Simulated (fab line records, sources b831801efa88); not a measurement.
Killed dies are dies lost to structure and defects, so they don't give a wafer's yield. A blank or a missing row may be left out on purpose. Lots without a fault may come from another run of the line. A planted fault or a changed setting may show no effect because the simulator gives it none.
Which tool did it? | flow sky130 | 12 lots, 36 wafers sampled, at 6 steps of a route of 708

WHAT THE GAUGES READ, wafer by wafer
SKY_SD_N_RS_MEAS_16: measures by four-point-probe.
lot  | measured     | on            | SD_N_RS (ohm/sq)
L462 | day 29 05:35 | film_metro-01 | 68.50 68.47 68.46
L463 | day 29 08:52 | film_metro-02 | 68.62 68.56 68.63
L465 | day 30 07:38 | film_metro-04 | 68.73 68.72 68.65
L468 | day 30 22:46 | film_metro-04 | 68.81 68.91 68.75
L469 | day 31 13:28 | film_metro-04 | 68.80 68.63 68.69
L470 | day 31 20:43 | film_metro-01 | 68.52 68.52 68.55
L472 | day 32 11:11 | film_metro-02 | 68.51 68.43 68.47
L473 | day 32 13:19 | film_metro-02 | 68.58 68.68 68.58
L474 | day 33 04:07 | film_metro-04 | 68.56 68.73 68.70
L476 | day 33 20:31 | film_metro-02 | 68.63 68.61 68.40
L477 | day 34 00:14 | film_metro-01 | 68.48 68.48 68.48
L482 | day 35 19:14 | film_metro-02 | 68.66 68.77 68.69

SKY_LI_CONTACT_RS_MEAS_22: measures by four-point-probe.
lot  | measured     | on            | LI_CONTACT_W_RS (ohm/sq)
L462 | day 30 10:22 | film_metro-01 | 0.277 0.280 0.281
L463 | day 30 13:09 | film_metro-01 | 0.288 0.291 0.290
L465 | day 31 12:10 | film_metro-04 | 0.293 0.288 0.291
L468 | day 32 03:43 | film_metro-01 | 0.289 0.286 0.286
L469 | day 32 17:40 | film_metro-02 | 0.288 0.284 0.288
L470 | day 33 01:31 | film_metro-04 | 0.284 0.285 0.285
L472 | day 33 15:22 | film_metro-01 | 0.282 0.283 0.285
L473 | day 33 17:08 | film_metro-04 | 0.287 0.288 0.287
L474 | day 34 08:32 | film_metro-01 | 0.288 0.288 0.282
L476 | day 35 01:29 | film_metro-01 | 0.320 0.323 0.331
L477 | day 35 04:40 | film_metro-01 | 0.335 0.339 0.339
L482 | day 36 23:14 | film_metro-01 | 0.285 0.290 0.288

SKY_LI_CONTACT_THK_MEAS_23: measures by xrf.
lot  | measured     | on            | LI_CONTACT_W_THK (nm)
L462 | day 30 10:28 | film_metro-01 | 408 403 404
L463 | day 30 13:16 | film_metro-01 | 392 388 390
L465 | day 31 12:17 | film_metro-04 | 386 392 388
L468 | day 32 03:50 | film_metro-01 | 387 393 387
L469 | day 32 17:46 | film_metro-02 | 389 389 383
L470 | day 33 01:38 | film_metro-04 | 400 395 397
L472 | day 33 15:29 | film_metro-01 | 403 401 397
L473 | day 33 17:14 | film_metro-04 | 392 395 393
L474 | day 34 08:38 | film_metro-01 | 389 391 402
L476 | day 35 01:36 | film_metro-01 | 345 343 335
L477 | day 35 04:46 | film_metro-01 | 332 327 328
L482 | day 36 23:21 | film_metro-01 | 392 386 387

SKY_LOCAL_INTERCONNECT_CD_MEAS_11: target cd 170 nm.
lot  | measured     | on        | cd_nm (nm)
L462 | day 31 13:49 | cd_sem-01 | 171.2 170.4 170.5
L463 | day 31 17:04 | cd_sem-02 | 170.3 170.0 168.7
L465 | day 32 16:19 | cd_sem-01 | 169.6 168.6 168.2
L468 | day 33 07:38 | cd_sem-02 | 173.1 171.2 173.1
L469 | day 33 20:56 | cd_sem-02 | 169.0 169.3 170.0
L470 | day 34 05:01 | cd_sem-01 | 170.6 170.7 170.9
L472 | day 34 18:14 | cd_sem-02 | 171.3 170.4 171.5
L473 | day 34 20:05 | cd_sem-01 | 171.7 172.0 172.9
L474 | day 35 11:59 | cd_sem-02 | 171.2 170.2 170.4
L476 | day 36 04:10 | cd_sem-01 | 172.0 171.1 171.5
L477 | day 36 07:47 | cd_sem-01 | 169.6 170.1 168.5
L482 | day 38 01:11 | cd_sem-01 | 168.0 167.9 169.6

WHICH TOOL RAN EACH LOT (tool, then ch and the chambers of the sampled wafers, then the start)
lot  | SKY_RES_XHIGH_STRIP_08               | SKY_LI_CONTACT_CVD_21
L462 | plasma_asher-04 ch 0,1, day 27 23:57 | cvd_w-01 ch 0,1, day 30 10:14
L463 | plasma_asher-04 ch 0,1, day 28 03:43 | cvd_w-02 ch 0,1, day 30 13:01
L465 | plasma_asher-02 ch 0,1, day 29 02:22 | cvd_w-02 ch 0,1, day 31 12:03
L468 | plasma_asher-03 ch 0,1, day 29 20:37 | cvd_w-01 ch 1, day 32 03:34
L469 | plasma_asher-04 ch 0,1, day 30 10:44 | cvd_w-02 ch 0,1, day 32 17:31
L470 | plasma_asher-04 ch 0,1, day 30 15:16 | cvd_w-02 ch 0,1, day 33 01:23
L472 | plasma_asher-04 ch 0, day 31 06:47   | cvd_w-02 ch 0,1, day 33 15:13
L473 | plasma_asher-02 ch 0,1, day 31 09:31 | cvd_w-02 ch 0,1, day 33 16:59
L474 | plasma_asher-02 ch 0,1, day 32 00:13 | cvd_w-01 ch 0,1, day 34 08:23
L476 | plasma_asher-02 ch 0,1, day 32 17:40 | cvd_w-01 ch 0,1, day 35 01:21
L477 | plasma_asher-04 ch 0,1, day 32 20:19 | cvd_w-01 ch 1, day 35 04:31
L482 | plasma_asher-03 ch 0,1, day 34 15:37 | cvd_w-02 ch 0, day 36 23:05
- SKY_RES_XHIGH_STRIP_08: strips in O2/N2.
- SKY_LI_CONTACT_CVD_21: deposits W, target thk 400 nm, time 120.56 s.

WHAT THE TOOLS THEMSELVES READ (means of the sampled wafers that have a number; where no wafer has one, the mark that the record gives instead)
SKY_RES_XHIGH_STRIP_08.
lot  | tool            | drypump_motor_current_A (A) | oes_product_au (a.u.) | strip_time_to_endpoint_s (s)
L462 | plasma_asher-04 | 5.30                        | 0.708                 | 14.27
L463 | plasma_asher-04 | 5.44                        | 0.707                 | 14.23
L465 | plasma_asher-02 | 5.43                        | 0.712                 | 14.27
L468 | plasma_asher-03 | 5.62                        | 0.714                 | 14.31
L469 | plasma_asher-04 | 5.45                        | 0.714                 | 14.31
L470 | plasma_asher-04 | 5.44                        | 0.716                 | 14.27
L472 | plasma_asher-04 | 5.53                        | 0.707                 | 14.26
L473 | plasma_asher-02 | 5.55                        | 0.714                 | 14.28
L474 | plasma_asher-02 | 5.44                        | 0.714                 | 14.25
L476 | plasma_asher-02 | 5.59                        | 0.713                 | 14.27
L477 | plasma_asher-04 | 5.44                        | 0.713                 | 14.23
L482 | plasma_asher-03 | 5.69                        | 0.708                 | 14.33

SKY_LI_CONTACT_CVD_21.
lot  | tool     | heater_power_w (W) | susceptor_temp_C (C)
L462 | cvd_w-01 | 919                | 400.08
L463 | cvd_w-02 | 865                | 400.12
L465 | cvd_w-02 | 843                | 399.91
L468 | cvd_w-01 | 917                | 400.16
L469 | cvd_w-02 | 881                | 400.07
L470 | cvd_w-02 | 847                | 400.10
L472 | cvd_w-02 | 885                | 400.07
L473 | cvd_w-02 | 842                | 400.13
L474 | cvd_w-01 | 914                | 400.07
L476 | cvd_w-01 | 872                | 391.80
L477 | cvd_w-01 | 862                | 391.74
L482 | cvd_w-02 | 914                | 400.29

THE ANSWER, worked out from the rows above alone
Rule: what is usual is taken from the lots themselves. Put in order of their means at a reading, lots are off if they are a third of the lots or fewer, leave a main group of 4 or more, and stand apart from it by a gap of 3 or more times the standard deviation of the main group's means; of several such gaps the widest counts. A main group whose means are all the same, to the digits that the tables above print for the reading, isn't used. A lot without any number at a reading at which 4 lots or more have one is off too. The other lots that the step has rows for count as sound. The gauges are gone through in route order, then the tools' own readings, and for those a lot's mean is taken as printed above. The first step at which some lot is off is used, and at that step the reading that is off furthest; a lot without a number counts as furthest.
Off: L476, L477, at SKY_LI_CONTACT_RS_MEAS_22 (LI_CONTACT_W_RS). The main group: mean 0.286 ohm/sq, standard deviation 0.0031.
A tool fits if, at a process step before that reading, it ran every lot that is off, and no sound lot after the first of them. The gauges at SKY_LI_CONTACT_RS_MEAS_22 aren't tried: what is off there is off at SKY_LI_CONTACT_CVD_21 too, on other tools, and a gauge's error can't cause that. One fits: cvd_w-01 at SKY_LI_CONTACT_CVD_21. Its last sound lot is L474 (day 34 08:23), its first lot that is off L476 (day 35 01:21): a fault that began between those two fits.
The tool's own readings at SKY_LI_CONTACT_CVD_21 bear it out: on the lots that are off they differ by more than 5 times the standard deviation of the sound lots' means. susceptor_temp_C reads 391.77 C there against 400.10 C on the sound lots.

WHAT THE SIMULATOR HAD PUT IN
Process parameter drift: cvd_w-01, from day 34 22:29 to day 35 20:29, at SKY_LI_CONTACT_CVD_21. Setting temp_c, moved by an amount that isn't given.
Lots struck among those shown: L476, L477. The rule above found the same.
